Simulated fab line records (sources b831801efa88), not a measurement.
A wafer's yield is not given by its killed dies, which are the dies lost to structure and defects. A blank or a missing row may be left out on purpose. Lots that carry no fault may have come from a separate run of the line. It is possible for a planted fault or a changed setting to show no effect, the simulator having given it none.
fab line records	flow sky130
[record] lots = 13	wafers = 39	lastDay = 49
route steps=708 shown LI_CONTACT@377 CONTACT@407 VIA1@478 METAL2@504 PAD_OPEN@708
lots with no fault: from the same line, run without faults
startH: the number of hours between the record's first day and the start of the first shown wafer of the lot	waitH: time in hours since the lot's previous step	" the same as in the row above	L1.1+2: a single row standing in for several wafers	- no value, or no start was given	* or withheld: withheld	< > ~ a bound
route shown NAME@n: a module of which the file shows steps, and the number in the route of the first	usual: average and standard deviation across the fault-free wafers	same: alike in all rows	chamber/n: place in a boat	sites: readings site by site	_std_site: their standard deviation	_edge_site: inner sites' mean taken away from outer sites' mean	radiusMm: for every site, how far away it sits from the centre of the wafer	mask NAME#n: copy n	behind: the most recent tool/chamber to have shaped the wafer	hold: what put the lot on hold/how long, in hours/how the hold closed	device: whichever transistor did not switch (one of n, p or np)	end of line: the tests these same wafers got at the end of their route	where a step has no rows: the recipe by itself	killed: dies lost to structure and defects at the first sort, not the wafer's yield	map: the dies of a wafer, with x for killed, . for not killed, _ for no die there
set.NAME: the setting that was run; set.NAME@STEP: the one run at that earlier step	model.NAME: the simulator's own value behind a step, which no gauge read
route steps across a sampled set of lots; one table per step, one row per wafer
services: when a tool's chamber went out of use (startH, in hours from the record's first day, below 0 if earlier), for how many hours, and the reason
[[steps]]
[step SKY_LI_CONTACT_ETCH_15]
[recipe] target = PSG	chemistry = C4F8/O2/Ar	stopOn = Si	taperDeg = 4.15	maskMaterial = KrF-thick	sourceW = 1500	biasW = 1200	pressureMtorr = 40	c4f8FlowSccm = withheld	O2_flow_sccm = 6	Ar_flow_sccm = 300	timeS = withheld	targetDepthA = 6000
[usual] oesProductAu = 0.837/0.0048
lot.wafer	tool	chamber	startH	waitH	oesProductAu
L597.1	rieDiel-02	2	672.24	0.0	0.830
L597.4	"	3	"	"	0.837
L597.6	"	0	"	"	0.829
L598.3	rieDiel-01	3	675.25	0.0	0.838
L598.4	"	2	"	"	0.824
L598.5	"	0	"	"	0.829
L600.1	rieDiel-01	3	686.78	0.0	0.836
L600.2	"	0	"	"	0.835
L600.4	"	1	"	"	0.845
L601.4	rieDiel-02	2	700.87	0.0	0.842
L601.5	"	3	"	"	0.840
L601.6	"	1	"	"	0.839
L604.1	rieDiel-02	3	718.89	0.0	0.840
L604.2	"	0	"	"	0.842
L604.6	"	3	"	"	0.836
L605.1	rieDiel-01	3	733.13	0.0	0.836
L605.4	"	0	"	"	0.841
L605.6	"	2	"	"	0.835
L606.2	rieDiel-03	0	744.10	0.0	0.839
L606.4	"	2	"	"	0.828
L606.6	"	0	"	"	0.839
L607.1	rieDiel-01	1	753.53	0.0	0.831
L607.2	"	2	"	"	0.834
L607.3	"	3	"	"	0.831
L608.2	rieDiel-02	2	767.42	0.0	0.840
L608.3	"	0	"	"	0.832
L608.4	"	1	"	"	0.842
L609.1	rieDiel-01	3	816.09	0.0	0.829
L609.2	"	0	"	"	0.843
L609.5	"	2	"	"	0.832
L610.1	rieDiel-02	2	821.49	0.0	0.833
L610.2	"	3	"	"	0.838
L610.3	"	0	"	"	0.837
L612.2	rieDiel-01	0	824.54	0.0	0.840
L612.3	"	1	"	"	0.844
L612.6	"	0	"	"	0.841
L614.1	rieDiel-01	2	826.58	0.0	0.839
L614.3	"	1	"	"	0.836
L614.5	"	2	"	"	0.833
[step SKY_CONTACT_THK_MEAS_01]
[recipe] reads = Si3N4_of_CONTACT_CVD_00
[usual] CONTACT_CVD_00_THK = 75.1/1.1
lot.wafer	tool	chamber	startH	waitH	CONTACT_CVD_00_THK[nm]
L597.1	filmMetro-02	-	702.00	-	74.6
L597.4	"	-	"	"	76.0
L597.6	"	-	"	"	76.0
L598.3	filmMetro-04	-	705.07	-	75.9
L598.4	"	-	"	"	77.3
L598.5	"	-	"	"	77.2
L600.1	filmMetro-04	-	716.65	-	73.9
L600.2	"	-	"	"	73.8
L600.4	"	-	"	"	74.7
L601.4	filmMetro-04	-	731.03	-	76.0
L601.5	"	-	"	"	75.2
L601.6	"	-	"	"	74.8
L604.1	filmMetro-04	-	748.66	-	74.3
L604.2	"	-	"	"	74.3
L604.6	"	-	"	"	75.7
L605.1	filmMetro-02	-	762.91	-	73.6
L605.4	"	-	"	"	75.6
L605.6	"	-	"	"	74.6
L606.2	filmMetro-02	-	772.94	-	74.9
L606.4	"	-	"	"	75.9
L606.6	"	-	"	"	75.6
L607.1	filmMetro-04	-	782.01	-	74.5
L607.2	"	-	"	"	74.2
L607.3	"	-	"	"	74.8
L608.2	filmMetro-03	-	796.60	-	75.1
L608.3	"	-	"	"	76.3
L608.4	"	-	"	"	76.9
L609.1	filmMetro-04	-	844.05	-	73.4
L609.2	"	-	"	"	73.5
L609.5	"	-	"	"	75.1
L610.1	filmMetro-04	-	849.35	-	76.3
L610.2	"	-	"	"	75.9
L610.3	"	-	"	"	75.7
L612.2	filmMetro-03	-	852.82	-	73.8
L612.3	"	-	"	"	74.2
L612.6	"	-	"	"	74.1
L614.1	filmMetro-02	-	854.44	-	75.3
L614.3	"	-	"	"	74.7
L614.5	"	-	"	"	76.8
[step SKY_VIA1_SPUTTER_20]
[recipe] material = TiN	targetThkNm = 20	chamberPressurePa = 5	powerW = 4000	timeS = 80
[usual] throttleValvePct = 29.7/0.84
lot.wafer	tool	chamber	startH	waitH	throttleValvePct
L597.1	pvdSputter-03	-	787.32	0.0	28.6
L597.4	"	-	"	"	29.2
L597.6	"	-	"	"	28.5
L598.3	pvdSputter-03	-	792.28	0.0	29.5
L598.4	"	-	"	"	29.7
L598.5	"	-	"	"	31.2
L600.1	pvdSputter-02	-	801.73	0.0	28.6
L600.2	"	-	"	"	29.3
L600.4	"	-	"	"	30.7
L601.4	pvdSputter-02	-	816.62	0.0	28.9
L601.5	"	-	"	"	30.5
L601.6	"	-	"	"	29.4
L604.1	pvdSputter-03	-	833.87	0.0	29.3
L604.2	"	-	"	"	28.6
L604.6	"	-	"	"	28.5
L605.1	pvdSputter-03	-	848.33	0.0	29.3
L605.4	"	-	"	"	28.6
L605.6	"	-	"	"	29.9
L606.2	pvdSputter-04	-	857.13	0.0	29.0
L606.4	"	-	"	"	30.0
L606.6	"	-	"	"	29.9
L607.1	pvdSputter-03	-	865.95	0.0	29.0
L607.2	"	-	"	"	30.9
L607.3	"	-	"	"	29.8
L608.2	pvdSputter-03	-	880.37	0.0	28.5
L608.3	"	-	"	"	29.2
L608.4	"	-	"	"	30.2
L609.1	pvdSputter-03	-	926.46	0.0	28.4
L609.2	"	-	"	"	29.3
L609.5	"	-	"	"	28.6
L610.1	pvdSputter-04	-	931.22	0.0	30.0
L610.2	"	-	"	"	29.1
L610.3	"	-	"	"	31.1
L612.2	pvdSputter-03	-	935.38	0.0	28.3
L612.3	"	-	"	"	29.3
L612.6	"	-	"	"	29.4
L614.1	pvdSputter-02	-	935.94	0.0	29.3
L614.3	"	-	"	"	29.0
L614.5	"	-	"	"	30.8
[step SKY_METAL2_STRIP_21]
[recipe] chemistry = postEtchResidueRemover	timeS = 1200	tempC = 72.5
lot.wafer	tool	chamber	startH	waitH
L597.1+4+6	wetBench-03	2	815.98	0.1
L598.3+4+5	wetBench-02	2	821.38	0.0
L600.1+2+4	wetBench-03	1	829.89	0.1
L601.4+5+6	wetBench-01	0	844.54	0.0
L604.1+2+6	wetBench-03	1	860.90	0.1
L605.1+4+6	wetBench-02	0	874.83	0.1
L606.2+4+6	wetBench-02	1	884.58	0.1
L607.1+2+3	wetBench-02	1	892.73	0.1
L608.2+3+4	wetBench-02	2	907.35	0.1
L609.1+2+5	wetBench-01	2	951.59	0.1
L610.1+2+3	wetBench-02	3	956.55	0.1
L612.2+3+6	wetBench-02	3	960.70	0.1
L614.1+3+5	wetBench-02	2	961.48	0.1
[step SKY_PAD_OPEN_PROBE_99]
[usual] defectLimitedYield = 82.6/2	killed_at_M0_to_M3 = 43/7.3	killed_at_M4_up = 3.4/1.7	killedAtContacts = 24/4.5	killedAtFrontEnd = 16/4.4	killedAtOther = 0.2/0.51	killedDies = 86/9.7	killedOpen = 46/6.6	killedShort = 39/7.1	sort_bin_3_pad_short = 0.9/0.45	sort_bin_5_function = 10.4/1.4	sort_bin_6_memory = 6.2/1.2	sortNPass = 406/9.7	sortYieldPct = 82.6/2
[same] grossDies = 492	killedAtBackSide = 0	sort_bin_4_leakage[%] = 0	sort_bin_8_speed[%] = 0
lot.wafer	tool	chamber	startH	waitH	defectLimitedYield[%]	killed_at_M0_to_M3	killed_at_M4_up	killedAtContacts	killedAtFrontEnd	killedAtOther	killedDies	killedOpen	killedShort	sort_bin_3_pad_short[%]	sort_bin_5_function[%]	sort_bin_6_memory[%]	sortNPass	sortYieldPct[%]
L610.1	prober-01	-	1180.46	0.1	72.8	96	3	13	21	1	134	40	42	5.7	14.8	6.7	358	72.8
L610.2	prober-01	-	1180.51	0.1	74.0	91	1	18	18	0	128	41	30	2.6	18.3	5.1	364	74.0
L610.3	prober-01	-	1180.56	0.2	72.4	101	1	17	17	0	136	50	42	4.5	16.1	7.1	356	72.4
L612.2	prober-01	-	1182.01	0.1	70.5	101	8	19	17	0	145	41	54	3.9	17.5	8.1	347	70.5
L612.3	prober-01	-	1182.06	0.2	69.5	106	5	26	12	1	150	56	32	3.0	20.9	6.5	342	69.5
L612.6	prober-01	-	1182.21	0.2	72.6	107	1	14	13	0	135	32	40	4.7	16.1	6.7	357	72.6
L614.1	prober-01	-	1183.03	0.1	71.1	102	4	25	10	1	142	36	46	4.1	17.3	7.5	350	71.1
L614.3	prober-01	-	1183.13	0.2	72.6	99	3	22	10	1	135	37	40	4.3	15.9	7.3	357	72.6
L614.5	prober-01	-	1183.23	0.2	73.6	90	1	26	13	0	130	44	31	4.3	17.5	4.7	362	73.6
// killed by level:class
L610.1 METAL2:unspecified=52 FIELD_ISO:geometricParticle:open=8 VIA1:geometricParticle:open=7 VIA1:geometricParticle:short=6 VIA2:geometricParticle:open=6 VIA3:geometricParticle:open=6 VIA2:geometricParticle:short=5 LI_CONTACT:geometricParticle:open=4
L610.2 METAL2:unspecified=57 FIELD_ISO:geometricParticle:open=9 VIA1:geometricParticle:open=9 CONTACT:geometricParticle:open=8 FIELD_ISO:geometricParticle:short=6 VIA2:geometricParticle:open=6 METAL2:geometricParticle:short=5 LI_CONTACT:geometricParticle:open=4
L610.3 METAL2:unspecified=44 VIA1:geometricParticle:open=19 METAL1:geometricParticle:short=8 LI_CONTACT:geometricParticle:open=7 VIA2:geometricParticle:open=5 VIA3:geometricParticle:open=5 POLY_GATE:geometricParticle:open=4 METAL2:geometricParticle:short=4
L612.2 METAL2:unspecified=50 VIA1:geometricParticle:open=16 METAL2:geometricParticle:short=9 VIA1:geometricParticle:short=8 POLY_GATE:geometricParticle:short=7 METAL4:geometricParticle:short=6 LOCAL_INTERCONNECT:geometricParticle:short=5 LI_CONTACT:geometricParticle:open=4
L612.3 METAL2:unspecified=62 CONTACT:geometricParticle:open=12 VIA1:geometricParticle:open=11 VIA3:geometricParticle:open=10 VIA1:geometricParticle:short=6 LOCAL_INTERCONNECT:geometricParticle:short=4 CONTACT:geometricParticle:short=4 METAL4:geometricParticle:short=4
L612.6 METAL2:unspecified=63 METAL1:geometricParticle:short=8 METAL2:geometricParticle:short=8 VIA1:geometricParticle:short=7 VIA2:geometricParticle:open=7 CONTACT:geometricParticle:short=5 SPACER:geometricParticle:open=4 CONTACT:geometricParticle:open=4
L614.1 METAL2:unspecified=60 VIA1:geometricParticle:open=9 VIA1:geometricParticle:short=8 LI_CONTACT:geometricParticle:short=7 LOCAL_INTERCONNECT:geometricParticle:short=6 CONTACT:geometricParticle:open=6 METAL2:geometricParticle:short=5 LI_CONTACT:geometricParticle:open=4
L614.3 METAL2:unspecified=58 CONTACT:geometricParticle:open=11 VIA1:geometricParticle:open=8 METAL2:geometricParticle:short=8 METAL1:geometricParticle:short=6 VIA3:geometricParticle:open=6 FIELD_ISO:geometricParticle:short=5 LOCAL_INTERCONNECT:geometricParticle:short=4
L614.5 METAL2:unspecified=55 VIA1:geometricParticle:open=10 LI_CONTACT:geometricParticle:open=9 VIA1:geometricParticle:short=7 VIA3:geometricParticle:open=6 CONTACT:geometricParticle:short=5 CONTACT:geometricParticle:open=5 METAL2:geometricParticle:short=5
[[services]]
tool	chamber	startH	hours	kind
rieDiel-02	2	653.46	3.8	repair
rieDiel-03	3	657.73	2.3	repair
pvdSputter-02	-	676.11	8.2	repair
rieDiel-03	-	679.49	2.8	pm
rieDiel-02	0	697.91	9.2	repair
rieDiel-03	-	712.03	15.6	pm
pvdSputter-04	-	721.46	2.0	repair
pvdSputter-02	-	743.03	1.1	repair
rieDiel-01	-	745.65	2.8	pm
rieDiel-03	0	753.09	7.5	repair
pvdSputter-02	-	757.44	3.7	repair
pvdSputter-02	-	782.71	1.2	repair
pvdSputter-02	-	791.87	1.8	repair
pvdSputter-02	-	802.97	4.8	repair
pvdSputter-02	-	834.71	1.1	repair
rieDiel-02	-	871.10	14.6	pm
wetBench-03	-	876.94	37.2	repair
pvdSputter-02	-	887.64	3.4	repair
rieDiel-01	2	894.96	6.7	repair
rieDiel-01	3	903.34	3.1	repair
pvdSputter-02	-	904.31	11.8	repair
wetBench-03	-	914.18	1.9	pm
rieDiel-01	0	943.95	7.9	repair
wetBench-03	-	960.73	8.2	repair
[[key]]
[firstSign] step = SKY_PAD_OPEN_PROBE_99	reading = killed_at_M0_to_M3	direction = up	sigmas = 7.8	usual = 43	struck = 99
[effect] step = SKY_PAD_OPEN_PROBE_99	reading = sort_bin_3_pad_short	direction = up	sigmas = 7.3	usual = 0.9	struck = 4.1
metAt SKY_METAL2_STRIP_21
struckLots L610,L612,L614
notActingAt SKY_LI_CONTACT_ETCH_15,SKY_CONTACT_THK_MEAS_01,SKY_VIA1_SPUTTER_20
onsetBetween 907.35 956.55
alsoFits time
[fault] kind = chamberParticleSource	tool = wetBench-02	chamber = -	onsetH = 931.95	steps = SKY_METAL2_STRIP_21	ratePerVisitCm2 = 1.1102	endH = 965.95
